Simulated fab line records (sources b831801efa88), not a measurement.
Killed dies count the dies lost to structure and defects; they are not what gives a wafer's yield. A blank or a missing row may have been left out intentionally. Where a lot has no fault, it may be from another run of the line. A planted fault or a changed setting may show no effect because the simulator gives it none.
Problem report in the 8D (eight disciplines) form, filled by code ; flow sfq_line ; the parts of the form that need people (team, actions taken, sign-off) are left out

## 1. THE ISSUE
M3_NB_RS at SFQ_M3_RS_MEAS_919 reads a mean of 1.222 ohm/sq on 1 wafer of 1 lot; wafers without a fault read 0.894 ohm/sq with a standard deviation of 0.0078. Measured from the usual mean, that is +42 standard deviations.
The step: measures by four-point-probe.
First observed at day 38 07:17: wafer L936.6, on film_metro-04. Wafers with a number at this step in the record: 39, from 13 lots. The rule behind "out" and "out of limits": a value lying over 4 standard deviations away from the usual mean. The rest of the wafers with a number are treated as sound.

## 2. WHAT IT IS AND WHAT IT IS NOT
question;is;is not
which readings at this step;M3_NB_RS;-
which lots;L936;L924, L925, L927, L930, L931, L932, L933, L935, L942, L943, L944, L946
which wafers of those lots;L936.6;L936.2, L936.3
read on which gauges;film_metro-04;film_metro-01, film_metro-03
when;from day 38 07:17;"up to then (26 sound wafers); but 12 sound wafers of L942, L943, L944, L946 came after"

## 3. SUSPECTS, AND WHAT RULES EACH OUT
Counting: if a tool at a process step up to the reading ran every lot that is out, it stays a suspect. Sound lots after the first of them don't rule it out here, since some wafers of a struck lot are sound.
- the gauge at SFQ_M3_RS_MEAS_919: ruled out. All the wafers that are out were read on film_metro-04, but those of them that SFQ_TRILAYER_M3_DEP_SPUTTER_073 has rows for are out there too, on other tools.
- cmp-02 at SFQ_TRILAYER_I1_CMP_CMP_046 (polishes SiO2): kept. L936, the lot that is out, went through it at day 30 17:43; up to then, the latest sound lot through it was L935 at day 30 00:53.
- pvd_sputter-06 at SFQ_TRILAYER_M3_DEP_SPUTTER_073 (material Nb, target thk 200 nm, time 133.3 s): kept. L936, the lot that is out, went through it at day 38 07:11; up to then, the latest sound lot through it was L933 at day 36 06:56. Its own readings are out on those wafers: cathode_dc_power_W.
- In cmp-02 at SFQ_TRILAYER_I1_CMP_CMP_046, the wafers that are out were processed in chamber 3 and their sound lot-mates in chambers 1, 2.
After counting, cmp-02 at SFQ_TRILAYER_I1_CMP_CMP_046 and pvd_sputter-06 at SFQ_TRILAYER_M3_DEP_SPUTTER_073 remain.

## 4. THE CAUSE (what the simulator had put in)
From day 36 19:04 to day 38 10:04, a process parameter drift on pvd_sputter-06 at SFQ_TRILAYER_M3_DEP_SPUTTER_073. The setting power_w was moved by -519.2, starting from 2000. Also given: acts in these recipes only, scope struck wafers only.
After counting, 2 suspects remain, this tool included.

## 5. SEQUENCE OF EFFECTS, ordered by route
Each row: a reading where the mean over the struck wafers with a number is more than 3 standard deviations away from the usual. Only readings for which the record gives a usual standard deviation are gone through. hours: the time from each lot's start at the first step in this table that gives one to its start at this step, as a median over the lots. sigmas: the change in usual standard deviations.
hours;step;reading;usual;on struck wafers;change;sigmas
0;SFQ_TRILAYER_M3_DEP_SPUTTER_073;cathode_dc_power_W;2000.0 W;1480.8;-519.2;-99 or more
0;SFQ_M3_RS_MEAS_919;M3_NB_RS;0.894 ohm/sq;1.222;+0.328;+42
135;SFQ_TRILAYER_M3_ETCH_METAL_ETCH_078;oes_product_au;0.893 a.u.;0.754;-0.139;-23
It contains these process steps:
- SFQ_TRILAYER_M3_DEP_SPUTTER_073: material Nb, target thk 200 nm, time 133.3 s.
- SFQ_TRILAYER_M3_ETCH_METAL_ETCH_078: etches Nb in Cl2/Ar, stops on SiO2, target depth 240 nm, time 120 s.

## 6. WHAT WOULD HAVE CAUGHT IT SOONER
In this record the first reading out of limits at a measuring or inspecting step was taken at day 38 07:17, 36 hours after the fault began at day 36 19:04.
At SFQ_TRILAYER_M3_DEP_SPUTTER_073, the tool's own readings (cathode_dc_power_W) were out on each struck wafer the step has a row for, so an alarm limit on them would have fired on the first such wafer.
By day 38 07:17, every lot that is out (1) had started SFQ_TRILAYER_M3_DEP_SPUTTER_073 on pvd_sputter-06. Holding the tool at that point would not have protected any of them.
